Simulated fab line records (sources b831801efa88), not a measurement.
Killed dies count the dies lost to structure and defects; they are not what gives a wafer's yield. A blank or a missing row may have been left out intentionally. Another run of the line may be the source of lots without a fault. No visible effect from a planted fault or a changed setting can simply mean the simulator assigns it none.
fab line records -- flow sky130
[record] lots = 6, wafers = 18, lastDay = 50
route steps=708 shown FIELD_ISO@11 PAD_OPEN@708
lots that met no fault: taken from a fault-free run of the same line
startH: hours from the record's first day to the start of the lot's first wafer shown -- waitH: time in hours since the lot's previous step -- " repeats the value in the row above -- L1.1+2: a single row standing in for several wafers -- - no value, or no start given -- * or withheld: withheld -- < > ~ a bound
route shown NAME@n: names a module that has steps shown in the file, with the first one's number in the route -- usual: mean/standard deviation of fault-free wafers -- same: alike in all rows -- chamber/n: place in a boat -- sites: each site's reading -- _std_site: how widely they spread, as a standard deviation -- _edge_site: outer sites' mean less inner sites' -- radiusMm: how far each site lies from the wafer's centre -- mask NAME#n: copy n -- behind: the last tool/chamber to shape the wafer -- hold: why the lot was held/for how many hours/how that ended -- device: names the non-switching transistor (n, p or np) -- end of line: the tests these same wafers got at the end of their route -- a step with no rows: only its recipe -- killed: at the first sort, the dies lost to defects and structure; wafer yield is something else -- map: a wafer's dies, x killed, . not, _ none there
set.NAME: setting as actually run; set.NAME@STEP: the setting as run at that earlier step -- model.NAME: the simulator's own value behind a step, which no gauge read
lots at selected steps of the route; one table per step, one row per wafer
services: when a tool's chamber went out of use (startH, in hours from the record's first day, below 0 if earlier), for how many hours, and the reason
[[steps]]
[step SKY_FIELD_ISO_EXPOSE_10]
[recipe] maskId = FOM, na = 0.68, sourceShape = annular, sigmaInner = 0.4, sigmaOuter = 0.8, targetCdNm = 150, doseMj = 28
[step SKY_FIELD_ISO_PEB_11]
[recipe] pebTempC = withheld, pebTimeS = withheld, resist = KrF-thick
[step SKY_FIELD_ISO_DEVELOP_12]
[recipe] developTimeS = 60, resist = KrF-thick, devTempC = 21
[step SKY_FIELD_ISO_CD_MEAS_13]
[recipe] targetCdNm = 150
[usual] cdNm = 150.2/1.3
lot.wafer,tool,chamber,startH,waitH,cdNm
L822.2,cdSem-02,-,55.17,-,150.2
L822.4,cdSem-02,-,55.17,-,149.8
L822.5,cdSem-02,-,55.17,-,149.5
L824.3,cdSem-02,-,64.00,-,151.2
L824.4,cdSem-02,-,64.00,-,150.4
L824.5,cdSem-02,-,64.00,-,150.5
L831.2,cdSem-02,-,102.07,-,151.3
L831.3,cdSem-02,-,102.07,-,152.1
L831.4,cdSem-02,-,102.07,-,151.6
L834.2,cdSem-01,-,122.12,-,147.6
L834.5,cdSem-01,-,122.12,-,148.4
L834.6,cdSem-01,-,122.12,-,149.0
L836.2,cdSem-01,-,128.88,-,150.1
L836.4,cdSem-01,-,128.88,-,150.5
L836.6,cdSem-01,-,128.88,-,151.3
L839.1,cdSem-01,-,146.75,-,148.8
L839.5,cdSem-01,-,146.75,-,150.2
L839.6,cdSem-01,-,146.75,-,150.3
[step SKY_FIELD_ISO_ETCH_14]
[recipe] chemistry = N2/H2, target = BARC, ionEnergyEv = 200, sourceW = 500, biasW = 100, pressureMtorr = 30, n2FlowSccm = 100, h2FlowSccm = 200, stopOn = SiO2, timeS = 45.9, targetDepthA = 600
[usual] drypumpMotorCurrentA = 5.5/0.46, oesProductAu = 0.855/0.0042, throttleValvePct = 13.225/0.0096
lot.wafer,tool,chamber,startH,waitH,drypumpMotorCurrentA,oesProductAu,rfHoursCounterH,throttleValvePct
L822.2,rieDiel-02,0,55.27,0.1,5.9,0.856,58,13.237
L822.4,rieDiel-02,1,55.27,0.1,5.2,0.848,59,13.248
L822.5,rieDiel-02,0,55.27,0.1,6.0,0.864,-,13.241
L824.3,rieDiel-03,2,64.08,0.1,4.9,0.854,2,13.210
L824.4,rieDiel-03,0,64.08,0.1,5.8,0.853,152,13.222
L824.5,rieDiel-03,1,64.08,0.1,5.1,0.848,-,13.223
L831.2,rieDiel-03,2,102.17,0.1,4.9,0.856,3,13.230
L831.3,rieDiel-03,0,102.17,0.1,5.8,0.859,152,13.209
L831.4,rieDiel-03,3,102.17,0.1,5.1,0.854,78,13.233
L834.2,rieDiel-02,1,122.22,0.1,5.2,0.856,60,13.246
L834.5,rieDiel-02,2,122.22,0.1,6.4,0.851,-,13.219
L834.6,rieDiel-02,1,122.22,0.1,5.2,0.859,-,13.234
L836.2,rieDiel-01,1,128.98,0.1,5.6,0.855,9,13.238
L836.4,rieDiel-01,2,128.98,0.1,4.8,0.857,-,13.240
L836.6,rieDiel-01,1,128.98,0.1,5.6,0.852,-,13.221
L839.1,rieDiel-02,3,146.87,0.1,5.4,0.854,110,13.226
L839.5,rieDiel-02,0,146.87,0.1,5.9,0.856,-,13.219
L839.6,rieDiel-02,3,146.87,0.1,5.4,0.856,-,13.233
[step SKY_FIELD_ISO_ETCH_15]
[recipe] chemistry = CHF3/O2, targetDepthNm = 180, stopOn = Si, sourceW = 600, biasW = 200, pressureMtorr = 40, chf3FlowSccm = 50, O2_flow_sccm = 5, timeS = 72
[usual] drypumpMotorCurrentA = 5.5/0.46, oesProductAu = 0.937/0.0064, throttleValvePct = 8.841/0.01
lot.wafer,tool,chamber,startH,waitH,drypumpMotorCurrentA,oesProductAu,rfHoursCounterH,throttleValvePct
L822.2,rieDiel-02,0,55.31,0.0,6.0,0.930,58,8.835
L822.4,rieDiel-02,1,55.31,0.0,5.1,0.932,59,8.838
L822.5,rieDiel-02,0,55.31,0.0,6.0,0.936,-,8.851
L824.3,rieDiel-03,2,64.12,0.0,4.9,0.937,2,8.849
L824.4,rieDiel-03,0,64.12,0.0,5.8,0.949,152,8.847
L824.5,rieDiel-03,1,64.12,0.0,5.1,0.944,-,8.831
L831.2,rieDiel-03,2,102.21,0.0,4.8,0.932,3,8.848
L831.3,rieDiel-03,0,102.21,0.0,5.8,0.921,152,8.828
L831.4,rieDiel-03,3,102.21,0.0,5.1,0.933,78,8.837
L834.2,rieDiel-02,1,122.26,0.0,5.1,0.938,60,8.856
L834.5,rieDiel-02,2,122.26,0.0,6.4,0.936,-,8.841
L834.6,rieDiel-02,1,122.26,0.0,5.1,0.943,-,8.846
L836.2,rieDiel-01,1,129.02,0.0,5.7,0.946,9,8.837
L836.4,rieDiel-01,2,129.02,0.0,4.8,0.937,-,8.841
L836.6,rieDiel-01,1,129.02,0.0,5.6,0.939,-,8.830
L839.1,rieDiel-02,3,146.91,0.0,5.4,0.937,111,8.853
L839.5,rieDiel-02,0,146.91,0.0,5.9,0.936,-,8.842
L839.6,rieDiel-02,3,146.91,0.0,5.4,0.932,-,8.837
[step SKY_FIELD_ISO_STRIP_16]
[recipe] chemistry = O2/N2, powerW = 1400, pressureMtorr = 1500, platenTempC = withheld, o2FlowSccm = 3000, n2FlowSccm = 300, overashFraction = 0.5
[usual] drypumpMotorCurrentA = 5.7/0.56, o2FlowSccm = 2998/9.1, oesProductAu = 0.376/0.0046, stripTimeToEndpointS = 3.497/0.029
lot.wafer,tool,chamber,startH,waitH,drypumpMotorCurrentA,o2FlowSccm,oesProductAu,rfHoursCounterH,stripTimeToEndpointS
L822.2,plasmaAsher-01,1,55.37,0.0,5.0,2998,0.374,38,3.490
L822.4,plasmaAsher-01,0,55.37,0.0,6.4,2990,0.377,-,3.492
L822.5,plasmaAsher-01,1,55.37,0.0,5.0,3014,0.372,-,3.492
L824.3,plasmaAsher-01,0,64.21,0.1,6.4,2995,0.382,-,3.503
L824.4,plasmaAsher-01,1,64.21,0.1,5.0,3015,0.377,-,3.478
L824.5,plasmaAsher-01,0,64.21,0.1,6.4,2997,0.379,-,3.522
L831.2,plasmaAsher-02,0,102.26,0.0,6.3,2996,0.383,42,3.529
L831.3,plasmaAsher-02,0,102.26,0.0,6.3,2997,0.376,-,3.498
L831.4,plasmaAsher-02,1,102.26,0.0,5.4,2989,0.376,-,3.518
L834.2,plasmaAsher-04,0,122.31,0.0,5.9,3001,0.363,32,3.490
L834.5,plasmaAsher-04,1,122.31,0.0,5.0,2996,0.376,-,3.507
L834.6,plasmaAsher-04,0,122.31,0.0,5.9,2983,0.371,-,3.463
L836.2,plasmaAsher-01,0,129.08,0.0,6.4,3010,0.378,46,3.494
L836.4,plasmaAsher-01,1,129.08,0.0,5.0,2998,0.372,-,3.505
L836.6,plasmaAsher-01,1,129.08,0.0,5.0,3000,0.376,-,3.505
L839.1,plasmaAsher-04,1,146.96,0.0,5.0,2994,0.379,34,3.539
L839.5,plasmaAsher-04,0,146.96,0.0,5.9,3005,0.378,-,3.569
L839.6,plasmaAsher-04,1,146.96,0.0,5.0,2982,0.384,-,3.510
[step SKY_FIELD_ISO_ETCH_17]
[recipe] targetDepthA = 3420, maskMaterial = Si3N4, chemistry = HBr/Cl2/O2, target = Si, taperDeg = 5, icpW = 600, biasW = 150, pressureMtorr = 15, HBr_flow_sccm = 150, Cl2_flow_sccm = 40, O2_flow_sccm = 6, timeS = 97.7
[usual] drypumpMotorCurrentA = 5.80/0.28, oesProductAu = 0.997/0.0079, throttleValvePct = 25.659/0.01
lot.wafer,tool,chamber,startH,waitH,drypumpMotorCurrentA,oesProductAu,rfHoursCounterH,throttleValvePct
L822.2,rieSi-01,0,55.47,0.1,5.49,1.010,130,25.660
L822.4,rieSi-01,3,55.47,0.1,6.26,1.015,16,25.666
L822.5,rieSi-01,3,55.47,0.1,6.26,1.009,-,25.652
L824.3,rieSi-02,3,64.28,0.0,5.95,1.002,103,25.646
L824.4,rieSi-02,0,64.28,0.0,5.99,1.000,110,25.646
L824.5,rieSi-02,0,64.28,0.0,5.94,0.990,-,25.669
L831.2,rieSi-01,1,102.36,0.1,5.85,0.994,85,25.668
L831.3,rieSi-01,3,102.36,0.1,6.26,0.997,16,25.665
L831.4,rieSi-01,2,102.36,0.1,5.94,0.988,125,25.652
L834.2,rieSi-01,2,122.41,0.1,5.93,1.000,126,25.668
L834.5,rieSi-01,0,122.41,0.1,5.47,1.008,-,25.669
L834.6,rieSi-01,1,122.41,0.1,5.90,0.998,-,25.659
L836.2,rieSi-01,2,129.18,0.1,5.94,0.996,126,25.650
L836.4,rieSi-01,1,129.18,0.1,5.88,0.983,85,25.659
L836.6,rieSi-01,1,129.18,0.1,5.90,0.991,-,25.683
L839.1,rieSi-02,3,147.06,0.1,6.04,0.995,103,25.654
L839.5,rieSi-02,2,147.06,0.1,5.37,0.986,-,25.644
L839.6,rieSi-02,1,147.06,0.1,5.66,0.978,-,25.686
[step SKY_FIELD_ISO_WET_ETCH_18]
[recipe] chemistry = H3PO4, targetDepthNm = 25, tempC = 160, target = Si3N4, timeS = 286
[step SKY_FIELD_ISO_CLEAN_19]
[recipe] chemistry = SC1/SC2, mix = 1:4:20, tempC = 70, timeS = 150
[step SKY_FIELD_ISO_CLEAN_20]
[recipe] chemistry = dHF, timeS = 20, dilution = 100:1
[step SKY_FIELD_ISO_WET_ETCH_21]
[recipe] chemistry = dHF, dilution = 100:1, targetDepthNm = 20, dry = ipaMarangoni, target = SiO2, tempC = 25, timeS = 400
[step SKY_FIELD_ISO_OXIDATION_22]
[recipe] tempC = 950, ambient = O2, stabiliseS = 600, purgeS = 300, targetThkA = 100, oxTimeS = 623
[usual] oxTempC = 950.1/0.38, spikeTcUpperC = 950.0/0.99
lot.wafer,tool,chamber,startH,waitH,oxTempC,spikeTcUpperC,model.SiO2_of_FIELD_ISO_OXIDATION_22.thkNm
L822.2,furnace-01,0,56.24,0.4,950.1,948.9,10.02
L822.4,furnace-01,0,56.24,0.4,950.2,950.5,9.811
L822.5,furnace-01,0,56.24,0.4,949.9,949.8,9.965
L824.3,furnace-02,0,64.80,0.0,950.7,950.0,10.14
L824.4,furnace-02,0,64.80,0.0,950.3,951.4,10.23
L824.5,furnace-02,0,64.80,0.0,950.3,949.8,10.18
L831.2,furnace-01,0,103.00,0.3,950.0,950.7,4.188
L831.3,furnace-01,0,103.00,0.3,950.6,949.9,4.242
L831.4,furnace-01,0,103.00,0.3,950.0,949.4,4.086
L834.2,furnace-01,0,123.77,1.0,949.4,951.1,3.956
L834.5,furnace-01,0,123.77,1.0,950.1,949.1,4.069
L834.6,furnace-01,0,123.77,1.0,950.3,949.0,3.982
L836.2,furnace-02,0,130.37,0.8,949.7,951.3,9.892
L836.4,furnace-02,0,130.37,0.8,949.9,950.9,9.977
L836.6,furnace-02,0,130.37,0.8,949.3,949.1,9.822
L839.1,furnace-02,0,147.41,0.0,949.6,951.1,9.849
L839.5,furnace-02,0,147.41,0.0,950.2,950.7,9.633
L839.6,furnace-02,0,147.41,0.0,950.8,950.2,9.912
[step SKY_FIELD_ISO_THK_MEAS_23]
[recipe] reads = SiO2_of_FIELD_ISO_OXIDATION_22
[usual] FIELD_ISO_OXIDATION_01_THK = 9.92/0.18
lot.wafer,tool,chamber,startH,waitH,FIELD_ISO_OXIDATION_01_THK[nm]
L822.2,filmMetro-04,-,57.42,0.0,10.00
L822.4,filmMetro-04,-,57.42,0.0,9.82
L822.5,filmMetro-04,-,57.42,0.0,9.98
L824.3,filmMetro-01,-,66.00,0.0,10.17
L824.4,filmMetro-01,-,66.00,0.0,10.30
L824.5,filmMetro-01,-,66.00,0.0,10.20
L831.2,filmMetro-04,-,104.18,0.0,4.18
L831.3,filmMetro-04,-,104.18,0.0,4.24
L831.4,filmMetro-04,-,104.18,0.0,4.01
L834.2,filmMetro-04,-,124.96,0.0,3.94
L834.5,filmMetro-04,-,124.96,0.0,4.10
L834.6,filmMetro-04,-,124.96,0.0,3.98
L836.2,filmMetro-03,-,131.55,0.0,9.90
L836.4,filmMetro-03,-,131.55,0.0,9.99
L836.6,filmMetro-03,-,131.55,0.0,9.83
L839.1,filmMetro-03,-,148.58,0.0,9.87
L839.5,filmMetro-03,-,148.58,0.0,9.61
L839.6,filmMetro-03,-,148.58,0.0,9.94
[step SKY_FIELD_ISO_CVD_24]
[recipe] material = SiO2, targetThkNm = 595, tempC = 650, sigmaOpenFrac = 0.3, timeS = 99.2, sih4FlowSccm = 60, pressureMtorr = 6
[step SKY_PAD_OPEN_PROBE_99]
[usual] killed_at_M0_to_M3 = 44/6.9, killed_at_M4_up = 3.3/1.7, killedAtContacts = 24/4.7, killedAtFrontEnd = 15/4.5, killedAtOther = 0.2/0.49, killedDies = 86/8.4, killedOpen = 47/6.5, killedShort = 39/6
[same] grossDies = 492, killedAtBackSide = 0
lot.wafer,tool,chamber,startH,waitH,killed_at_M0_to_M3,killed_at_M4_up,killedAtContacts,killedAtFrontEnd,killedAtOther,killedDies,killedOpen,killedShort,model.etest.diodeNdiffFingers.leakLog10ACm2,model.etest.diodePdiffFingers.leakLog10ACm2,model.etest.sramNfetPass.offLog10AUm,model.etest.nfet_01v8.offLog10AUm
L822.2,prober-02,-,1101.73,0.1,30,1,25,16,0,72,36,36,-6.701,-6.346,-12.4,-13.14
L822.4,prober-02,-,1101.83,0.2,37,5,19,18,0,79,45,34,-6.624,-6.356,-12.33,-13.25
L822.5,prober-02,-,1101.88,0.2,44,2,27,14,0,87,44,43,-6.649,-6.45,-12.17,-13.28
L824.3,prober-01,-,1129.44,0.2,45,2,27,11,0,85,45,40,-6.636,-6.33,-12.81,-13.47
L824.4,prober-01,-,1129.49,0.2,36,2,28,14,0,80,42,38,-6.572,-6.702,-12.46,-13.29
L824.5,prober-01,-,1129.54,0.2,38,3,34,23,1,99,55,44,-6.628,-6.497,-12.79,-13.33
L831.2,prober-01,-,1162.40,0.1,44,4,16,19,1,84,47,37,-6.036,-6.397,-12.01,-13.17
L831.3,prober-01,-,1162.45,0.2,53,3,22,7,0,85,43,42,-6.402,-6.437,-12.2,-13.1
L831.4,prober-01,-,1162.50,0.2,48,3,33,13,1,98,52,46,-6.196,-6.137,-12.07,-13.12
L834.2,prober-02,-,1176.69,0.1,44,3,22,10,0,79,34,45,-6.179,-6.354,-12.55,-13.33
L834.5,prober-02,-,1176.84,0.2,46,5,27,17,0,95,51,44,-6.249,-6.136,-12.41,-13.22
L834.6,prober-02,-,1176.89,0.2,41,2,22,16,0,81,50,31,-6.149,-6.149,-12.25,-13.14
L836.2,prober-02,-,1183.98,0.1,46,1,23,10,0,80,41,39,-6.893,-6.352,-12.79,-13.39
L836.4,prober-02,-,1184.08,0.2,53,3,25,20,0,101,60,41,-6.552,-6.312,-12.75,-13.37
L836.6,prober-02,-,1184.18,0.2,52,7,35,14,0,108,60,48,-6.781,-6.547,-12.74,-13.29
L839.1,prober-02,-,1195.47,0.1,49,3,19,11,1,83,49,34,-6.803,-6.535,-12.5,-13.28
L839.5,prober-02,-,1195.67,0.2,38,3,28,10,0,79,40,39,-6.191,-6.458,-12.98,-13.34
L839.6,prober-02,-,1195.72,0.2,48,4,26,17,0,95,55,40,-6.625,-6.748,-12.55,-13.38
// killed by level:class
L822.2 LI_CONTACT:geometricParticle:open=7 CONTACT:geometricParticle:open=7 METAL2:geometricParticle:short=7 FIELD_ISO:geometricParticle:open=5 VIA3:geometricParticle:open=5 LOCAL_INTERCONNECT:geometricParticle:short=4 METAL1:geometricParticle:short=4 VIA3:geometricParticle:short=4
L822.4 VIA1:geometricParticle:open=11 CONTACT:geometricParticle:open=8 FIELD_ISO:geometricParticle:short=7 VIA2:geometricParticle:open=5 VIA3:geometricParticle:open=5 POLY_GATE:geometricParticle:open=4 LI_CONTACT:geometricParticle:open=4 METAL1:geometricParticle:short=4
L822.5 CONTACT:geometricParticle:open=9 LI_CONTACT:geometricParticle:open=7 METAL2:geometricParticle:short=7 FIELD_ISO:geometricParticle:open=6 VIA1:geometricParticle:short=5 METAL3:geometricParticle:short=5 VIA3:geometricParticle:open=5 LOCAL_INTERCONNECT:geometricParticle:short=4
L824.3 LI_CONTACT:geometricParticle:open=7 CONTACT:geometricParticle:open=6 METAL1:geometricParticle:short=6 VIA2:geometricParticle:open=6 VIA1:geometricParticle:open=6 VIA3:geometricParticle:open=5 VIA1:geometricParticle:short=5 LOCAL_INTERCONNECT:geometricParticle:short=5
L824.4 VIA1:geometricParticle:open=10 LI_CONTACT:geometricParticle:open=8 CONTACT:geometricParticle:open=8 METAL1:geometricParticle:short=8 POLY_GATE:geometricParticle:open=6 CONTACT:geometricParticle:short=5 VIA2:geometricParticle:short=5 LOCAL_INTERCONNECT:geometricParticle:short=4
L824.5 LI_CONTACT:geometricParticle:open=12 VIA1:geometricParticle:open=9 CONTACT:geometricParticle:open=7 FIELD_ISO:geometricParticle:open=6 CONTACT:geometricParticle:short=6 POLY_GATE:geometricParticle:open=6 METAL1:geometricParticle:short=6 VIA3:geometricParticle:open=6
L831.2 VIA1:geometricParticle:open=10 POLY_GATE:geometricParticle:open=7 CONTACT:geometricParticle:open=7 METAL1:geometricParticle:short=6 LI_CONTACT:geometricParticle:short=5 VIA3:geometricParticle:short=5 VIA2:geometricParticle:open=5 FIELD_ISO:geometricParticle:open=4
L831.3 VIA1:geometricParticle:open=15 METAL1:geometricParticle:short=10 VIA3:geometricParticle:open=7 LOCAL_INTERCONNECT:geometricParticle:short=6 CONTACT:geometricParticle:open=5 METAL2:geometricParticle:short=5 VIA2:geometricParticle:open=5 LI_CONTACT:geometricParticle:open=4
L831.4 LI_CONTACT:geometricParticle:open=10 CONTACT:geometricParticle:open=10 METAL1:geometricParticle:short=10 VIA1:geometricParticle:open=8 VIA2:geometricParticle:open=7 VIA1:geometricParticle:short=6 FIELD_ISO:geometricParticle:short=5 LI_CONTACT:geometricParticle:short=5
L834.2 LOCAL_INTERCONNECT:geometricParticle:short=9 VIA1:geometricParticle:open=8 POLY_GATE:geometricParticle:short=7 CONTACT:geometricParticle:open=7 VIA1:geometricParticle:short=5 VIA2:geometricParticle:open=5 VIA3:geometricParticle:short=5 METAL3:geometricParticle:short=4
L834.5 VIA1:geometricParticle:open=11 LI_CONTACT:geometricParticle:open=9 POLY_GATE:geometricParticle:open=7 LOCAL_INTERCONNECT:geometricParticle:short=7 CONTACT:geometricParticle:open=6 VIA2:geometricParticle:open=6 VIA1:geometricParticle:short=6 METAL1:geometricParticle:short=5
L834.6 VIA1:geometricParticle:open=9 CONTACT:geometricParticle:open=9 VIA2:geometricParticle:short=8 FIELD_ISO:geometricParticle:open=7 VIA2:geometricParticle:open=6 VIA3:geometricParticle:open=6 LI_CONTACT:geometricParticle:open=5 LOCAL_INTERCONNECT:geometricParticle:short=4
L836.2 CONTACT:geometricParticle:open=11 VIA2:geometricParticle:short=10 VIA2:geometricParticle:open=7 VIA1:geometricParticle:open=7 LI_CONTACT:geometricParticle:open=6 CONTACT:geometricParticle:short=4 METAL2:geometricParticle:short=4 METAL3:geometricParticle:short=4
L836.4 CONTACT:geometricParticle:open=14 VIA1:geometricParticle:open=12 FIELD_ISO:geometricParticle:open=7 VIA3:geometricParticle:open=7 VIA2:geometricParticle:short=7 METAL2:geometricParticle:short=6 FIELD_ISO:geometricParticle:short=5 VIA1:geometricParticle:short=5
L836.6 CONTACT:geometricParticle:open=16 VIA1:geometricParticle:open=16 LI_CONTACT:geometricParticle:open=8 METAL4:geometricParticle:short=7 METAL1:geometricParticle:short=6 FIELD_ISO:geometricParticle:open=5 LI_CONTACT:geometricParticle:short=5 METAL2:geometricParticle:short=5
L839.1 VIA1:geometricParticle:open=11 LI_CONTACT:geometricParticle:open=7 CONTACT:geometricParticle:open=7 VIA2:geometricParticle:open=5 VIA3:geometricParticle:open=5 METAL2:geometricParticle:short=4 METAL1:geometricParticle:short=4 VIA3:geometricParticle:short=4
L839.5 VIA1:geometricParticle:open=9 CONTACT:geometricParticle:open=8 LI_CONTACT:geometricParticle:open=7 METAL3:geometricParticle:short=7 LI_CONTACT:geometricParticle:short=6 METAL2:geometricParticle:short=6 METAL1:geometricParticle:short=5 VIA2:geometricParticle:open=4
L839.6 VIA1:geometricParticle:open=17 LOCAL_INTERCONNECT:geometricParticle:short=7 CONTACT:geometricParticle:open=7 VIA3:geometricParticle:open=6 LI_CONTACT:geometricParticle:open=5 METAL1:geometricParticle:short=5 METAL3:geometricParticle:short=5 SPACER:geometricParticle:open=4
[[services]]
tool,chamber,startH,hours,kind
rieDiel-03,1,39.21,5.5,repair
rieDiel-01,2,40.41,7.6,repair
rieSi-02,3,43.74,8.6,repair
furnace-01,-,75.84,6.5,pm
rieSi-01,0,82.94,5.3,repair
rieDiel-02,3,83.17,7.8,repair
rieSi-02,1,89.36,-,clean
rieSi-02,1,89.36,13.9,scheduledDown
rieSi-02,1,89.36,13.9,ventCycle
rieDiel-01,3,128.06,21.2,repair
rieDiel-01,0,139.73,7.6,repair
[[key]]
[firstSign] step = SKY_FIELD_ISO_THK_MEAS_23, reading = FIELD_ISO_OXIDATION_01_THK, direction = down, sigmas = 33, usual = 9.92, struck = 4.08
effect none on later readings
[modelEffect] step = SKY_FIELD_ISO_OXIDATION_22, value = SiO2_of_FIELD_ISO_OXIDATION_22.thkNm, without = 9.785, struck = 4.087
[modelEffect] step = SKY_PAD_OPEN_PROBE_99, value = etest.diodeNdiffFingers.leakLog10ACm2, without = -6.626, struck = -6.202
metAt SKY_FIELD_ISO_OXIDATION_22
struckWafers L831.2,L831.3,L831.4,L834.2,L834.5,L834.6
testerLeftOut L831,L834
onsetBetween 56.24 103.00
[fault] kind = processParameterDrift, tool = furnace-01, chamber = -, onsetH = 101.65, steps = SKY_FIELD_ISO_OXIDATION_22, channel = oxTimeS, offset = *, shape = step, endH = 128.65, actsIn = *, stated = *
// testerLeftOut: of these lots the tester's yield and bins aren't shown, on N5 and GAA mostly nor the transistor test; their killed dies are dies lost to structure and defects alone, not to doping, threshold or leakage, so they don't give the yield
